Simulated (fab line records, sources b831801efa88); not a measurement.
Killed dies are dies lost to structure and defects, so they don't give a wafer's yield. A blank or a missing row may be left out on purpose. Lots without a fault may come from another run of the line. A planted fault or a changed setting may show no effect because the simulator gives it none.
fab line records | flow sky130
record lots=14 wafers=42 last_day=50
route steps=708 shown SONOS_ONO@169 POLY_GATE@218 LDD_N@242
lots that met no fault: from a run of the same line without faults
start_h: hours from the record's first day to the start of the lot's first wafer shown | wait_h: hours since the lot's step before | " the same as in the row above | L1.1+2: a row that stands for several wafers | - no value, or no start given | * or withheld: withheld | < > ~ a bound
route shown NAME@n: a module of which the file shows steps, and the number in the route of the first | usual: mean/standard deviation of fault-free wafers | same: alike in all rows | chamber/n: place in a boat | sites: the reading at each site | _std_site: their standard deviation | _edge_site: outer sites' mean less inner sites' | radius_mm: how far each site lies from the wafer's centre | mask NAME#n: copy n | behind: the tool/chamber that last shaped the wafer | hold: why the lot was held/for how many hours/how that ended | device: the transistor (n, p or np) that didn't switch | end of line: the same wafers' tests at the end of the route | a step without rows: its recipe alone | killed: dies lost to structure and defects at the first sort, not the wafer's yield | map: a wafer's dies, x killed, . not, _ none there
set.NAME: the setting as run; set.NAME@STEP: as run at that earlier step | model.NAME: the simulator's own value behind a step, which no gauge read
steps of the route over a sample of lots; a table a step, a row a wafer
## steps
# step SKY_SONOS_ONO_THK_MEAS_01
# recipe reads=SiO2_of_SONOS_ONO_OXIDATION_00
# usual SONOS_ONO_OXIDATION_THK=2.62/0.053
# columns lot.wafer tool chamber start_h wait_h SONOS_ONO_OXIDATION_THK[nm]
L180.2 film_metro-01 - 243.41 0.0 2.60
L180.3 " - " " 2.58
L180.5 " - " " 2.62
L181.1 film_metro-01 - 256.77 0.0 2.59
L181.4 " - " " 2.59
L181.6 " - " " 2.66
L182.1 film_metro-03 - 261.35 0.0 2.65
L182.2 " - " " 2.68
L182.3 " - " " 2.66
L184.2 film_metro-03 - 283.83 0.0 2.77
L184.3 " - " " 2.65
L184.5 " - " " 2.67
L185.1 film_metro-04 - 294.91 0.0 2.54
L185.3 " - " " 2.60
L185.5 " - " " 2.62
L186.2 film_metro-01 - 299.38 0.0 2.65
L186.3 " - " " 2.68
L186.4 " - " " 2.66
L187.3 film_metro-04 - 307.85 0.0 2.60
L187.4 " - " " 2.70
L187.5 " - " " 2.64
L193.1 film_metro-03 - 354.36 0.1 2.63
L193.4 " - " " 2.57
L193.6 " - " " 2.64
L194.3 film_metro-01 - 360.99 0.0 2.72
L194.4 " - " " 2.60
L194.6 " - " " 2.64
L195.2 film_metro-04 - 370.67 0.0 2.60
L195.3 " - " " 2.65
L195.4 " - " " 2.59
L196.2 film_metro-01 - 380.19 0.0 2.69
L196.3 " - " " 2.67
L196.6 " - " " 2.67
L198.1 film_metro-01 - 389.98 0.0 2.52
L198.2 " - " " 2.53
L198.3 " - " " 2.57
L199.2 film_metro-04 - 409.27 0.0 2.62
L199.4 " - " " 2.57
L199.5 " - " " 2.61
L200.3 film_metro-03 - 412.99 0.0 2.56
L200.4 " - " " 2.54
L200.5 " - " " 2.55
# step SKY_POLY_GATE_THK_MEAS_04
# recipe reads=Si3N4_of_POLY_GATE_CVD_03
# usual POLY_GATE_CVD_03_THK=74.8/0.62
# columns lot.wafer tool chamber start_h wait_h POLY_GATE_CVD_03_THK[nm]
L180.2 film_metro-01 - 329.99 0.0 75.5
L180.3 " - " " 76.1
L180.5 " - " " 76.3
L181.1 film_metro-03 - 349.02 0.0 74.3
L181.4 " - " " 74.0
L181.6 " - " " 74.6
L182.1 film_metro-01 - 350.37 0.0 75.9
L182.2 " - " " 75.1
L182.3 " - " " 75.6
L184.2 film_metro-01 - 385.65 0.0 75.5
L184.3 " - " " 75.8
L184.5 " - " " 75.7
L185.1 film_metro-01 - 399.87 0.0 74.8
L185.3 " - " " 74.5
L185.5 " - " " 75.1
L186.2 film_metro-02 - 399.88 0.0 75.1
L186.3 " - " " 75.3
L186.4 " - " " 74.7
L187.3 film_metro-03 - 399.89 0.0 74.4
L187.4 " - " " 74.3
L187.5 " - " " 74.5
L193.1 film_metro-02 - 454.69 0.0 74.6
L193.4 " - " " 75.2
L193.6 " - " " 75.1
L194.3 film_metro-02 - 464.76 0.0 75.1
L194.4 " - " " 75.7
L194.6 " - " " 76.2
L195.2 film_metro-03 - 473.29 0.0 73.9
L195.3 " - " " 73.9
L195.4 " - " " 74.2
L196.2 film_metro-01 - 479.72 0.0 75.2
L196.3 " - " " 75.3
L196.6 " - " " 74.7
L198.1 film_metro-01 - 494.63 0.0 74.1
L198.2 " - " " 74.6
L198.3 " - " " 74.6
L199.2 film_metro-03 - 513.01 0.0 73.8
L199.4 " - " " 73.8
L199.5 " - " " 74.3
L200.3 film_metro-02 - 516.63 0.0 73.7
L200.4 " - " " 73.9
L200.5 " - " " 74.4
# step SKY_POLY_GATE_THK_MEAS_21
# recipe reads=SiO2_of_POLY_GATE_OXIDATION_20
# usual POLY_GATE_OXIDATION_THK=3.98/0.083
# columns lot.wafer tool chamber start_h wait_h POLY_GATE_OXIDATION_THK[nm]
L180.2 film_metro-03 - 360.61 0.0 4.23
L180.3 " - " " 4.07
L180.5 " - " " 4.14
L181.1 film_metro-03 - 378.84 0.0 4.00
L181.4 " - " " 4.04
L181.6 " - " " 3.95
L182.1 film_metro-02 - 380.27 0.0 4.08
L182.2 " - " " 4.04
L182.3 " - " " 4.06
L184.2 film_metro-02 - 417.30 0.0 4.11
L184.3 " - " " 4.06
L184.5 " - " " 4.03
L186.2 film_metro-02 - 436.21 0.0 3.97
L186.3 " - " " 3.93
L186.4 " - " " 3.96
L187.3 film_metro-03 - 436.22 0.0 3.96
L187.4 " - " " 3.94
L187.5 " - " " 3.94
L185.1 film_metro-01 - 436.24 0.0 3.96
L185.3 " - " " 3.98
L185.5 " - " " 4.02
L193.1 film_metro-01 - 488.08 0.0 3.92
L193.4 " - " " 4.00
L193.6 " - " " 3.97
L194.3 film_metro-02 - 497.68 0.0 3.84
L194.4 " - " " 3.87
L194.6 " - " " 3.92
L195.2 film_metro-03 - 506.16 0.0 3.95
L195.3 " - " " 3.99
L195.4 " - " " 4.00
L196.2 film_metro-01 - 512.71 0.0 3.97
L196.3 " - " " 3.98
L196.6 " - " " 4.00
L198.1 film_metro-03 - 526.94 0.0 3.90
L198.2 " - " " 3.97
L198.3 " - " " 3.88
L199.2 film_metro-02 - 544.40 0.0 3.87
L199.4 " - " " 3.85
L199.5 " - " " 3.86
L200.3 film_metro-02 - 548.87 0.0 3.91
L200.4 " - " " 4.00
L200.5 " - " " 3.99
# step SKY_LDD_N_PEB_05
# recipe temp_c=withheld time_s=* resist=NOVOLAK
# usual chill_plate_temp_C=* exhaust_pa=44.8/0.92 resist_line_temp_C=* time_s=*
# columns lot.wafer tool chamber start_h wait_h chill_plate_temp_C exhaust_pa resist_line_temp_C time_s
L180.2 litho_track-04 0 387.90 - * 44.3 * *
L180.3 " 0 " " * 43.5 * *
L180.5 " 0 " " * 44.9 * *
L181.1 litho_track-03 0 407.73 - * 44.7 * *
L181.4 " 0 " " * 45.3 * *
L181.6 " 0 " " * 45.2 * *
L182.1 litho_track-01 0 409.55 - * 44.5 * *
L182.2 " 0 " " * 44.9 * *
L182.3 " 0 " " * 44.5 * *
L184.2 litho_track-03 - 446.31 - - - - -
L184.3 " - " " - - - -
L184.5 " - " " - - - -
L186.2 litho_track-01 - 465.82 - - - - -
L186.3 " - " " - - - -
L186.4 " - " " - - - -
L187.3 litho_track-01 0 466.15 - * 45.3 * *
L187.4 " 0 " " * 45.8 * *
L187.5 " 0 " " * 46.3 * *
L185.1 litho_track-01 0 466.40 - * 46.3 * *
L185.3 " 0 " " * 43.8 * *
L185.5 " 0 " " * 45.6 * *
L193.1 litho_track-03 0 517.88 - * 44.4 * *
L193.4 " 0 " " * 44.1 * *
L193.6 " 0 " " * 45.3 * *
L194.3 litho_track-03 0 527.13 - * 43.0 * *
L194.4 " 0 " " * 43.8 * *
L194.6 " 0 " " * 44.9 * *
L195.2 litho_track-03 0 536.41 - * 43.6 * *
L195.3 " 0 " " * 45.1 * *
L195.4 " 0 " " * 43.9 * *
L196.2 litho_track-03 0 542.21 - * 45.2 * *
L196.3 " 0 " " * 43.9 * *
L196.6 " 0 " " * 45.1 * *
L198.1 litho_track-01 0 556.50 - * 45.9 * *
L198.2 " 0 " " * 45.3 * *
L198.3 " 0 " " * 44.5 * *
L199.2 litho_track-01 0 573.82 - * 45.7 * *
L199.4 " 0 " " * 45.9 * *
L199.5 " 0 " " * 45.9 * *
L200.3 litho_track-03 0 578.73 - * 45.7 * *
L200.4 " 0 " " * 44.4 * *
L200.5 " 0 " " * 46.5 * *
## key
first_sign step=SKY_LDD_N_PEB_05 reading=tool_record direction=missing
effect none on later readings
met_at SKY_LDD_N_PEB_05
struck_lots L184,L186
sort_left_out L184.2,L184.3,L184.5,L186.2,L186.3,L186.4
tester_left_out L184,L186
not_acting_at SKY_SONOS_ONO_THK_MEAS_01,SKY_POLY_GATE_THK_MEAS_04,SKY_POLY_GATE_THK_MEAS_21
onset_between 409.55 446.31
fault kind=skipped_step_whole tool=litho_track-01,litho_track-03 chamber=- onset_h=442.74 steps=SKY_LDD_N_PEB_05 scope=struck_lots_only
# tester_left_out: of these lots the tester's yield and bins aren't shown, on N5 and GAA mostly nor the transistor test; their killed dies are dies lost to structure and defects alone, not to doping, threshold or leakage, so they don't give the yield
# sort_left_out: the simulated sort isn't trusted on such a fault, so these wafers' sort isn't shown, and their yield isn't known
